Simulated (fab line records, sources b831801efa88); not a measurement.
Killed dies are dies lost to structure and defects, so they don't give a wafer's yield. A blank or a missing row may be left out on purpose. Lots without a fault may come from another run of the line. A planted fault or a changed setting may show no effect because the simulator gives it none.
Split-lot experiment | flow sky130 | 5 lots, 23 wafers read, on a route of 708 steps

THE SPLIT
At SKY_VT_ADJUST_LVTN_SOFTBAKE_03, the setting temp_c was moved away from the recipe's 110 C on 8 of the 23 wafers read, by -3.4% to +2.4%. The other wafers ran this setting at the recipe's value.

FROM THE SPLIT TO THE READING: what the file shows between them, 2 steps
- SKY_VT_ADJUST_LVTN_EXPOSE_04: exposes mask NWM COMPLEMENT LESS NATIVE, target cd 840 nm
- SKY_VT_ADJUST_LVTN_PEB_05

THE READING
coat_of_VT_ADJUST_LVTN_COAT_02.thk_nm (the simulator's own value, which no gauge read), in nm, at SKY_VT_ADJUST_LVTN_DEVELOP_06 (develop time 60 s). The file gives no usual value for it. The 15 wafers here that ran the recipe average 3057 nm, standard deviation 5.1 nm.

wafer  | tool, chamber at the split | temp_c as run, C | against the recipe | coat_of_VT_ADJUST_LVTN_COAT_02.thk_nm, nm | against lot-mates on the recipe
L077.1 | litho_track-01, 0          | 110              | recipe             | 3060                                      | -
L077.2 | litho_track-01, 0          | 112.6            | +2.4%              | 3041                                      | -21
L077.3 | litho_track-01, 0          | 110              | recipe             | 3061                                      | -
L077.5 | litho_track-01, 0          | 112.6            | +2.4%              | 3035                                      | -27
L077.6 | litho_track-01, 0          | 110              | recipe             | 3065                                      | -
L080.2 | litho_track-01, 0          | 110              | recipe             | 3049                                      | -
L080.4 | litho_track-01, 0          | 110              | recipe             | 3051                                      | -
L080.5 | litho_track-01, 0          | 110              | recipe             | 3059                                      | -
L082.1 | litho_track-01, 0          | 106.3            | -3.4%              | 3084                                      | +30
L082.3 | litho_track-01, 0          | 106.3            | -3.4%              | 3090                                      | +36
L082.4 | litho_track-01, 0          | 110              | recipe             | 3059                                      | -
L082.5 | litho_track-01, 0          | 110              | recipe             | 3050                                      | -
L082.6 | litho_track-01, 0          | 110              | recipe             | 3054                                      | -
L084.1 | litho_track-04, 0          | 110              | recipe             | 3061                                      | -
L084.2 | litho_track-04, 0          | 108.1            | -1.7%              | 3068                                      | +7
L084.3 | litho_track-04, 0          | 110              | recipe             | 3063                                      | -
L084.5 | litho_track-04, 0          | 110              | recipe             | 3060                                      | -
L084.6 | litho_track-04, 0          | 108.1            | -1.7%              | 3080                                      | +19
L085.1 | litho_track-04, 0          | 107.1            | -2.6%              | 3077                                      | +24
L085.2 | litho_track-04, 0          | 110              | recipe             | 3050                                      | -
L085.3 | litho_track-04, 0          | 110              | recipe             | 3052                                      | -
L085.4 | litho_track-04, 0          | 107.1            | -2.6%              | 3078                                      | +25
L085.5 | litho_track-04, 0          | 110              | recipe             | 3058                                      | -

THE FIT
A straight line over all 23 wafers: coat_of_VT_ADJUST_LVTN_COAT_02.thk_nm changes by -8.52 nm for each +1% of temp_c; r = -0.93; the points scatter about the line by 5 nm.
The same after taking each lot's own level away (the mean of its wafers on the recipe; 23 wafers): -9.49 nm for each +1%; r = -0.97; scatter 3.7 nm.
On that fit, the largest move of temp_c shifts the reading by 32 nm.
The lots' own levels span 3053.0 to 3062.0 nm, that is 1.8 times the standard deviation above.
So the lot-to-lot level changes the slope: the two fits differ.
Check: with one of the wafers moved furthest among these (-3.4%) left out of the fit, the line predicts +32 nm for it against its lot-mates. It came out at +29.7 nm against them.

OTHER SPLITS ON THESE WAFERS
These wafers also went through other splits before the reading. Each is held against what the fit with the lots' levels taken away leaves over:
other split on the same wafers               | wafers away from the commonest value | r with coat_of_VT_ADJUST_LVTN_COAT_02.thk_nm (lot level and that fit taken away)
SKY_FIELD_ISO_OXIDATION_01 ox_time_s         | 15                                   | +0.02
SKY_FIELD_ISO_STRIP_16 power_w               | 9                                    | -0.06
SKY_PWDE_SOFTBAKE_03 temp_c                  | 9                                    | +0.02
SKY_PWDE_DEVELOP_06 dev_temp_c               | 6                                    | -0.13
SKY_NWELL_IMPLANT_11 dose_cm2                | 8                                    | +0.21
SKY_NWELL_IMPLANT_24 energy_kev              | 7                                    | -0.17
SKY_VT_ADJUST_HVTP_SOFTBAKE_03 temp_c        | 7                                    | +0.08
SKY_VT_ADJUST_HVTP_DEVELOP_06 develop_time_s | 8                                    | -0.08

THE WHOLE CHAIN: every reading that the file lists as answering this split, in the file's order
step                          | what it does      | reading                                                                                | change (the file's fit)              | r (the file's)
SKY_VT_ADJUST_LVTN_DEVELOP_06 | develop time 60 s | coat_of_VT_ADJUST_LVTN_COAT_02.thk_nm (the simulator's own value, which no gauge read) | -9.35 nm for each +1% of the setting | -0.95
SKY_VT_ADJUST_LVTN_STRIP_09   | strips in O2/N2   | strip_time_to_endpoint_s                                                               | withheld for each +1% of the setting | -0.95

THE FILE'S OWN FIT
coat_of_VT_ADJUST_LVTN_COAT_02.thk_nm changes by -9.35 nm for each +1% of temp_c, r = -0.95.
